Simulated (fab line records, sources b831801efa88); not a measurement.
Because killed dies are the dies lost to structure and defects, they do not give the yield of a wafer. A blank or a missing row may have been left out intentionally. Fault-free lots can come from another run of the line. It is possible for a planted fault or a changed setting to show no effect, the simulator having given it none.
Problem report in the 8D (eight disciplines) form, filled by code | flow sky130 | the parts of the form that need people (team, actions taken, sign-off) are left out

## 1. THE ISSUE
LDD_HVN_TW at SKY_LDD_HVN_TW_MEAS_10 reads a mean of 1584 on 6 wafers of 2 lots; wafers without a fault read 1443 with a standard deviation of 17. Relative to the usual mean, that is a shift of +8.3 standard deviations.
First observed at day 26 03:46: wafer L971.1, on film_metro-04. The record has a number at this step for 36 wafers belonging to 12 lots. The rule behind "out" and "out of limits": a value lying over 4 standard deviations away from the usual mean. All remaining wafers that have a number are taken as sound.

## 2. WHAT IT IS AND WHAT IT IS NOT
question                    | is                           | is not
which readings at this step | LDD_HVN_TW                   | -
which lots                  | L971, L972                   | L954, L956, L958, L959, L961, L963, L964, L973, L974, L977
which wafers of those lots  | all that have a number       | -
read on which gauges        | film_metro-01, film_metro-04 | film_metro-02
when                        | from day 26 03:46            | up to then (21 sound wafers); but 9 sound wafers of L973, L974, L977 came after

## 3. THE SUSPECTS, EACH WITH WHAT RULES IT OUT
Counting: a tool at any process step up to the reading remains a suspect when it ran all the lots that are out and ran no sound lot after the first of those.
- ruled out: the gauge at SKY_LDD_HVN_TW_MEAS_10. The wafers that are out were read on 2 gauges (film_metro-01, film_metro-04).
- plasma_asher-04 at SKY_GATE_OXIDE_STRIP_13 (strips in O2/N2): kept. It ran every lot that is out, first L971 (day 19 13:31), and no sound lot after that; its last sound lot up to then is L959 (day 15 05:04).
- implanter-02 at SKY_LDD_HVN_IMPLANT_08: kept. It ran every lot that is out, first L971 (day 26 03:31), and no sound lot after that; its last sound lot up to then is L964 (day 24 13:40). Out on those wafers are its own readings of beam_energy_keV.
Remaining after the count are plasma_asher-04 at SKY_GATE_OXIDE_STRIP_13 and implanter-02 at SKY_LDD_HVN_IMPLANT_08.

## 4. THE CAUSE (what the simulator had put in)
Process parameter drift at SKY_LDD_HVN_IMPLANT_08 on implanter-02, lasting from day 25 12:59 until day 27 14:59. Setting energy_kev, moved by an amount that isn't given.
This tool is one of the 2 suspects left after counting.

## 5. SEQUENCE OF EFFECTS, ordered by route
One row per reading whose mean, taken over the struck wafers that have a number, lies over 3 standard deviations from the usual. Readings are gone through only where the record gives a usual standard deviation; hours: the median, over the lots, of the time from a lot's start at the first step in this table giving one to that lot's start at this step; sigmas: the change measured in usual standard deviations.
hours | step                   | reading         | usual  | on struck wafers | change  | sigmas
0     | SKY_LDD_HVN_IMPLANT_08 | beam_energy_keV | 60.000 | 86.379           | +26.379 | +99 or more
0     | SKY_LDD_HVN_TW_MEAS_10 | LDD_HVN_TW      | 1443   | 1584             | +141    | +8.3
Process steps it contains:
- SKY_LDD_HVN_IMPLANT_08

## 6. HOW IT WOULD HAVE BEEN CAUGHT EARLIER
Counted from the fault's start at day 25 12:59, it took 15 hours until the first out-of-limits reading at a measuring or inspecting step in this record, taken at day 26 03:46.
The tool's own readings at SKY_LDD_HVN_IMPLANT_08 were out on every struck wafer that the step has a row for (beam_energy_keV): an alarm limit on them would have fired on the first of those.
Of the lots that are out (2), L972 began SKY_LDD_HVN_IMPLANT_08 on implanter-02 after day 26 03:46. A tool hold placed at that time would have kept it from harm.
